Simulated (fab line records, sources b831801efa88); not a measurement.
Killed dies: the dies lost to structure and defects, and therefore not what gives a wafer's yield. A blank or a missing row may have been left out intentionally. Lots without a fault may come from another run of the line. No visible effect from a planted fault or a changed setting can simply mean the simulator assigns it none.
Struck lot and sound lot, side by side    flow sky130    15 steps out of a route of 708
Sound: wafers L210.2, L210.4, L210.5. Struck: wafer L215.3 (L215.5, L215.6, from the same lot, were not struck and are left out); the cause is given at the end.
At each step with rows: each side's tool, then ch and its chambers, then its first start. Under that, the readings that differ: sound wafers    struck wafers    difference of the means    sigmas: that difference in standard deviations of wafers without a fault.
alike: readings with means less than 2 such deviations apart, plus words and numbers identical on both sides. not compared: withheld readings, readings lacking a value on some wafer, bounds such as >300 that could conceal the same value, and numbers that have no deviation in the record and whose values overlap.
The two part at a step that has a row with sigmas, a row that says differs or no value, or rows on one side only. Numbers that don't overlap but have no deviation are shown without sigmas and don't part them. Lack of a reading on every wafer of one side parts them only where that side has two or more wafers.

SKY_VIA3_CMP_02: polishes SiO2.
  sound on cmp-01 ch 2,3, day 38 15:58; struck on cmp-01 ch 1, day 40 02:13
  alike: motor-current-A, retaining-ring-pressure-frac
SKY_VIA3_BOW_MEAS_03:
  sound on film-metro-02, day 38 16:14; struck on film-metro-01, day 40 02:30
reading        sound     struck  difference  sigmas
VIA3_BOW (um)  75 81 77  98      +20         +3
then, 8 steps without rows for these wafers: SKY_VIA3_DEHYDRATE_04 (time 60 s); SKY_VIA3_HMDS_05 (prime time 60 s); SKY_VIA3_COAT_06 (resist thk 60 nm); SKY_VIA3_COAT_07 (resist thk 450 nm); SKY_VIA3_SOFTBAKE_08 (time 90 s); SKY_VIA3_EXPOSE_09 (exposes mask VIM3, target cd 200 nm); SKY_VIA3_PEB_10; SKY_VIA3_DEVELOP_11 (develop time 60 s).
SKY_VIA3_CD_MEAS_12 targets a cd of 200 nm.
  sound on cd-sem-01, day 39 16:31; struck on cd-sem-02, day 41 02:46
  alike: cd-nm
SKY_VIA3_OVL_MEAS_13:
  sound on overlay-01, day 39 16:37; struck on overlay-02, day 41 02:52
  alike: VIA3_OVL
SKY_VIA3_ETCH_14: etches BARC in N2/H2, stops on SiO2, time 45.9 s, target depth 60 nm.
  sound on rie-diel-04 ch 0,1, day 39 16:38; struck on rie-diel-03 ch 0, day 41 02:53
reading             sound                struck  difference  sigmas
bias-w (W)          99.88 100.13 100.02  90.16   -9.85       -35
rf-fwd-power-W (W)  496.6 495.3 496.3    491.7   -4.4        -2
  alike: drypump-motor-current-A, oes-product-au, throttle-valve-pct
  not compared: rf-hours-counter-h
SKY_VIA3_ETCH_15: etches SiO2 in C4F8/O2/Ar, stops on TiN, target depth 507 nm, time 78 s.
  sound on rie-diel-04 ch 0,1, day 39 16:41; struck on rie-diel-03 ch 0, day 41 02:55
reading             sound           struck  difference  sigmas
rf-fwd-power-W (W)  1486 1490 1493  1477    -13         -2
  alike: bias-w, oes-product-au
  not compared: rf-hours-counter-h
-- the record jumps here: 6 days lie between the struck wafers' starts before and after (it left off in module VIA3 and takes up again in module PAD_OPEN, whose first step shown is number 708 of the route) --
SKY_PAD_OPEN_PROBE_99:
  sound on prober-02, day 45 18:22; struck on prober-01, day 47 01:46
reading             sound     struck  difference  sigmas
killed-at-contacts  19 24 31  13      -12         -2
  alike: defect-limited-yield, killed_at_M0_to_M3, killed_at_M4_up, killed-at-front-end, killed-at-other, killed-dies, killed-open, killed-short, sort_bin_3_pad_short, sort_bin_5_function, sort_bin_6_memory, sort-n-pass, sort-yield-pct

WHERE THEY PART
At SKY_VIA3_BOW_MEAS_03 first; at SKY_PAD_OPEN_PROBE_99 last (within this record only).

WHY: what had been put in by the simulator
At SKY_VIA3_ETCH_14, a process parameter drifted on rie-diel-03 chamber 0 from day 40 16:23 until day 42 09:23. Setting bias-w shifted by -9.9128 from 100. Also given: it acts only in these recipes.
